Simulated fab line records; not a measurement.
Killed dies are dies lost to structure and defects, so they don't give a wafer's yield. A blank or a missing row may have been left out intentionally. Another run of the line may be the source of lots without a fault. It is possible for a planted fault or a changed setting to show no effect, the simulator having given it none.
A struck lot beside a sound one :: flow gf180mcu :: 21 out of 602 route steps
Sound: these wafers, L527.1, L527.2, L527.5. Struck: wafers L540.4, L540.5. The cause comes at the end.
Each step with rows lists, per side, the tool, then ch with its chambers, then its first start. Under that, the readings that differ: sound wafers :: struck wafers :: difference of the means :: sigmas: that difference in standard deviations of wafers without a fault.
alike: a reading whose means differ by less than 2 such deviations, as well as words and numbers matching on both sides. not compared: withheld readings; readings where some wafer has no value; bounds like >300 that might hide an equal value; numbers whose values overlap and for which the record gives no deviation.
Wherever a step has rows on one side only, a row that says differs or no value, or a row with sigmas, the two part there. Numbers that have no deviation but don't overlap get no sigmas and don't part them. Lack of a reading on every wafer of one side parts them only where that side has two or more wafers.

GF_TOP_METAL_CD_MEAS_14 targets a cd of 440 nm.
  sound on cdSem-01 at day 28 08:55; struck on cdSem-02 at day 32 01:00
  alike: cdNm
GF_TOP_METAL_OVL_MEAS_15:
  sound on overlay-02 at day 28 09:02; struck on overlay-01 at day 32 01:05
  alike: TOP_METAL_OVL
GF_TOP_METAL_METAL_ETCH_16: etches the open film in Cl2/BCl3, stops on SiO2, target depth 1197 nm, time 199.5 s.
  sound on rieMetal-01 ch 0,1, day 28 09:04; struck on rieMetal-03 ch 1, day 32 01:17
reading: drypumpMotorCurrentA (A)
sound: 6.0 5.8 5.8
struck: 5.0 5.0
difference: -0.9
sigmas: -2
  alike: oesProductAu, throttleValvePct
  not compared: rfHoursCounterH
GF_TOP_METAL_STRIP_17: strips in O2/N2.
  sound on plasmaAsher-03 ch 0,1, day 28 09:16; struck on plasmaAsher-03 ch 0,1, day 32 01:31
  alike: drypumpMotorCurrentA, heaterPowerW, oesProductAu, platenTempC, stripTimeToEndpointS
  not compared: rfHoursCounterH
then, 2 steps without rows for these wafers: GF_TOP_METAL_STRIP_18 (strips in post etch residue remover, time 1200 s); GF_TOP_METAL_CLEAN_19 (cleans in DIW).
GF_PASSIVATION_CVD_00: deposits SiO2 from TEOS, target thk 1000 nm, time 111.95 s.
  sound on pecvd-01 ch 0,1,2, day 28 09:49; struck on pecvd-02 ch 0,2, day 32 02:04
  alike: heaterPowerW, susceptorTempC
  not compared: sinceWetCleanH
GF_PASSIVATION_THK_MEAS_01:
  sound on filmMetro-04 at day 28 09:53; struck on filmMetro-03 at day 32 02:08
reading: PASSIVATION_CVD_00_THK (nm)
sound: 980 979 990
struck: 1023 1028
difference: +42
sigmas: +3
GF_PASSIVATION_CVD_02: deposits Si3N4, target thk 700 nm, time 486.18 s.
  sound on pecvd-02 ch 0,1, day 28 09:56; struck on pecvd-03 ch 0,2, day 32 02:18
  alike: heaterPowerW, susceptorTempC
  not compared: sinceWetCleanH
GF_PASSIVATION_THK_MEAS_03:
  sound on filmMetro-03 at day 28 10:14; struck on filmMetro-01 at day 32 02:29
  alike: PASSIVATION_CVD_02_THK
then, 2 steps without rows for these wafers: GF_PASSIVATION_DEHYDRATE_04 (time 60 s); GF_PASSIVATION_HMDS_05 (prime time 60 s).
GF_PASSIVATION_COAT_06: resist thk 4000 nm.
  sound on lithoTrack-04 ch 0, day 28 19:31; struck on lithoTrack-04 ch 0, day 32 10:35
reading: model.coat_of_PASSIVATION_COAT_06.thkNm (nm)
sound: 4010 4024 4008
struck: 4111 4116
difference: +100
sigmas: 
then, 4 steps without rows for these wafers: GF_PASSIVATION_SOFTBAKE_07; GF_PASSIVATION_EXPOSE_08 (exposes mask Pad, target cd 40000 nm); GF_PASSIVATION_PEB_09; GF_PASSIVATION_DEVELOP_10 (develop time 60 s).
GF_PASSIVATION_ETCH_11: etches the open film in CF4/O2, stops on TiN, target depth 2040 nm, time 453.3 s.
  sound on rieDiel-02 ch 0,1,2, day 29 05:32; struck on rieDiel-03 ch 0,2, day 32 19:17
reading: O2_flow_sccm (sccm)
sound: 10.01 10.07 10.05
struck: 9.98 9.96
difference: -0.07
sigmas: -2

reading: model.coat_of_PASSIVATION_COAT_06.thkNm (nm)
sound: 2657 2675 2665
struck: 2767 2731
difference: +83
sigmas: 
  alike: cf4FlowSccm, drypumpMotorCurrentA, oesProductAu, throttleValvePct
  not compared: rfHoursCounterH
GF_PASSIVATION_STRIP_12: strips in O2/N2.
  sound on plasmaAsher-02 ch 0,1, day 29 05:48; struck on plasmaAsher-04 ch 0,1, day 32 19:35
reading: stripTimeToEndpointS (s)
sound: 33.12 33.32 33.22
struck: 34.39 33.99
difference: +0.97
sigmas: +4
  alike: drypumpMotorCurrentA, heaterPowerW, oesProductAu, platenTempC
  not compared: rfHoursCounterH
then, 1 step without rows for these wafers: GF_PASSIVATION_ANNEAL_13 (time 1800 s).
GF_PASSIVATION_PROBE_99:
  record: rows for the struck wafers here (prober-01, day 32 21:25), none for the sound ones

== WHERE THEY PART ==
Last at GF_PASSIVATION_PROBE_99 as far as this record goes, first at GF_TOP_METAL_METAL_ETCH_16.

WHY: what the simulator had put in
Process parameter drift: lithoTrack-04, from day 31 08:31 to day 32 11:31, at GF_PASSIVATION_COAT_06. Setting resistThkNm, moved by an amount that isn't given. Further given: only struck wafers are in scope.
